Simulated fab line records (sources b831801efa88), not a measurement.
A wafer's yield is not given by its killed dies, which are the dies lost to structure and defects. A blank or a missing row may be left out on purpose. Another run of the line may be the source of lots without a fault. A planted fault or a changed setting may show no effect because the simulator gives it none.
A lot that was struck, set against a sound lot / flow sky130 / 23 out of 708 route steps
Sound: the wafers L262.1, L262.3, L262.5. Struck: wafers L271.1, L271.2, L271.4. The cause is named last.
Order at every step that has rows: each side's tool, ch and its chambers, its first start. Under that, the readings that differ: sound wafers / struck wafers / difference of the means / sigmas: that difference in standard deviations of wafers without a fault.
alike: readings whose means differ by less than 2 such deviations, and words and numbers that are the same on both sides. not compared: withheld readings, readings that some wafer has no value for, bounds like >300 that may hide the same value, and numbers for which the record gives no deviation and whose values overlap.
The two part at a step that has a row with sigmas, a row that says differs or no value, or rows on one side only. Numbers that have no deviation but don't overlap get no sigmas and don't part them. A reading that every wafer of one side lacks parts them only if that side has two wafers or more.

first, 1 step without rows for these wafers: SKY_POLY_GATE_OXIDATION_20 (stabilise 600 s, purge 300 s, target thk 4 nm).
SKY_POLY_GATE_THK_MEAS_21:
  struck on film_metro-02, day 20 11:31; sound on film_metro-01, day 17 12:28
  alike: POLY_GATE_OXIDATION_THK
SKY_POLY_GATE_CD_MEAS_22:
  struck on cd_sem-02, day 20 11:35; sound on cd_sem-02, day 17 12:31
reading=cd_nm (nm); sound=147.0 149.4 149.9; struck=152.0 153.5 153.9; difference=+4.4; sigmas=+2
then, 7 steps without rows for these wafers: SKY_LDD_N_DEHYDRATE_00 (time 60 s); SKY_LDD_N_HMDS_01 (prime time 60 s); SKY_LDD_N_COAT_02 (resist thk 300 nm); SKY_LDD_N_SOFTBAKE_03 (time 60 s); SKY_LDD_N_EXPOSE_04 (exposes mask NTM, target cd 840 nm); SKY_LDD_N_PEB_05; SKY_LDD_N_DEVELOP_06 (develop time 60 s).
SKY_LDD_N_OVL_MEAS_07:
  struck on overlay-02, day 21 18:25; sound on overlay-02, day 18 17:58
  alike: LDD_N_OVL
following that, these wafers have no rows for 1 step: SKY_LDD_N_IMPLANT_08.
SKY_LDD_N_IMPLANT_09:
  sound on implanter-01 ch 0, day 18 18:10; struck on implanter-02 ch 0, day 21 18:55
  alike: beam_energy_keV
then, 6 steps without rows for these wafers: SKY_LDD_N_IMPLANT_10; SKY_LDD_N_IMPLANT_11; SKY_LDD_N_IMPLANT_12; SKY_LDD_N_IMPLANT_13; SKY_LDD_N_IMPLANT_14; SKY_LDD_N_IMPLANT_15.
SKY_LDD_N_STRIP_16: strips in O2/N2.
  sound on plasma_asher-03 ch 0,1, day 18 19:13; struck on plasma_asher-04 ch 0,1, day 21 19:58
reading=drypump_motor_current_A (A); sound=6.6 6.6 6.3; struck=5.5 5.4 5.5; difference=-1.0; sigmas=-2
reading=strip_time_to_endpoint_s (s); sound=4.311 4.322 4.321; struck=4.546 4.562 4.525; difference=+0.226; sigmas=+15
  alike: oes_product_au
  not compared: rf_hours_counter_h
SKY_LDD_N_TW_MEAS_17:
  struck on film_metro-03, day 21 20:04; sound on film_metro-01, day 18 19:19
reading=LDD_N_TW; sound=2577 2581 2576; struck=2649 2630 2655; difference=+67; sigmas=+3
then, 1 step without rows for these wafers: SKY_LDD_P_DEHYDRATE_00 (time 60 s).
-- the record jumps here: 27 days lie between the struck wafers' starts before and after (it left off in module LDD_P and takes up again in module PAD_OPEN, whose first step shown is number 708 of the route) --
SKY_PAD_OPEN_PROBE_99:
  struck on prober-02, day 48 09:59; sound on prober-01, day 46 12:35
reading=model.etest.tip_n.rs_ohm_sq; sound=448.4 448.5 449.6; struck=382.4 380.7 380.1; difference=-67.8; sigmas=
  alike: killed_at_M0_to_M3, killed_at_M4_up, killed_at_contacts, killed_at_front_end, killed_at_other, killed_dies, killed_open, killed_short

WHERE THEY PART
First at SKY_POLY_GATE_CD_MEAS_22; last, within this record, at SKY_LDD_N_TW_MEAS_17. Later steps at which nothing parts them and some readings are alike: SKY_PAD_OPEN_PROBE_99.

WHY: whatever the simulator had introduced
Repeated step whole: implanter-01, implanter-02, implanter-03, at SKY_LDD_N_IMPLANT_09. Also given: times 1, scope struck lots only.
